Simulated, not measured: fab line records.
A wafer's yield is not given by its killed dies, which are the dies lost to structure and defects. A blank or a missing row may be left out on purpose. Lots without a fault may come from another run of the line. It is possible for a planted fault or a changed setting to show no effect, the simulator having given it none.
Chamber matching | flow sky130 | SKY_VIA3_ETCH_14 on rie_diel-03 has 4 sister chambers
The step etches BARC in N2/H2, stops on SiO2, time 45.9 s, target depth 60 nm. 14 wafers are shown with their chamber, then 7 later ones without.

WAFERS PAIRED WITH THEIR CHAMBERS
wafer  | chamber | drypump_motor_current_A (A) | run_length_s (s) | n2_flow_sccm (sccm)
L926.1 | 0       | 5.6                         | 74.0             | 99.85
L926.2 | 1       | 5.7                         | 74.4             | 100.42
L926.5 | 1       | 5.7                         | 74.5             | 100.35
L925.1 | 2       | 6.1                         | 74.4             | 99.71
L925.2 | 3       | 5.8                         | 74.4             | 99.98
L925.4 | 0       | 5.5                         | 74.2             | 100.03
L928.1 | 0       | 5.6                         | 73.9             | 99.41
L928.2 | 2       | 6.1                         | 74.6             | 99.62
L928.5 | 3       | 5.8                         | 74.8             | 99.90
L932.1 | 2       | 6.1                         | 74.5             | 100.28
L932.4 | 0       | 5.5                         | 74.2             | 100.37
L933.2 | 0       | 5.5                         | 73.8             | 100.15
L933.6 | 2       | 6.1                         | 74.4             | 99.86
L934.4 | 0       | 5.6                         | 74.2             | 100.26

SIGNATURES, as means of the wafers listed above
reading                 | chamber 0 | chamber 1 | chamber 2 | chamber 3 | scatter within a chamber
drypump_motor_current_A | 5.550     | 5.700     | 6.100     | 5.800     | 0.0387
run_length_s            | 74.050    | 74.450    | 74.475    | 74.600    | 0.164
n2_flow_sccm            | 100.0117  | 100.3850  | 99.8675   | 99.9400   | 0.293
Rule: a wafer lies at a distance from a chamber equal to the root of the sum of squares, over the readings, of (its reading less the chamber's mean, divided by the reading's scatter). The wafer belongs to the nearest chamber; if the next one is less than 2 further off, it can't be placed. The scatter is the square root of a quotient: the sum, over the shown wafers, of each reading's squared deviation from its chamber's mean, divided by wafers minus chambers.

WAFERS WHOSE CHAMBER IS MISSING
wafer  | drypump_motor_current_A (A) | run_length_s (s) | n2_flow_sccm (sccm)
L934.6 | 6.1                         | 74.4             | 100.20
L944.1 | 6.1                         | 74.9             | 100.13
L944.5 | 5.8                         | 74.2             | 99.56
L944.6 | 6.1                         | 74.4             | 100.16
L947.1 | 5.6                         | 73.8             | 100.27
L947.3 | 5.7                         | 74.6             | 99.86
L947.6 | 5.6                         | 74.1             | 99.74

THE CHAMBER EACH PASSED THROUGH
wafer  | from the rows above     | in truth
L934.6 | 2                       | 2
L944.1 | 2                       | 2
L944.5 | can't be placed: 3 or 1 | 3
L944.6 | 2                       | 2
L947.1 | 0                       | 0
L947.3 | can't be placed: 1 or 3 | 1
L947.6 | 0                       | 0
Correctly placed: 5 of 7. These rows do not allow placing 2 (true chamber among the candidates in 2). Placed wrongly: 0.
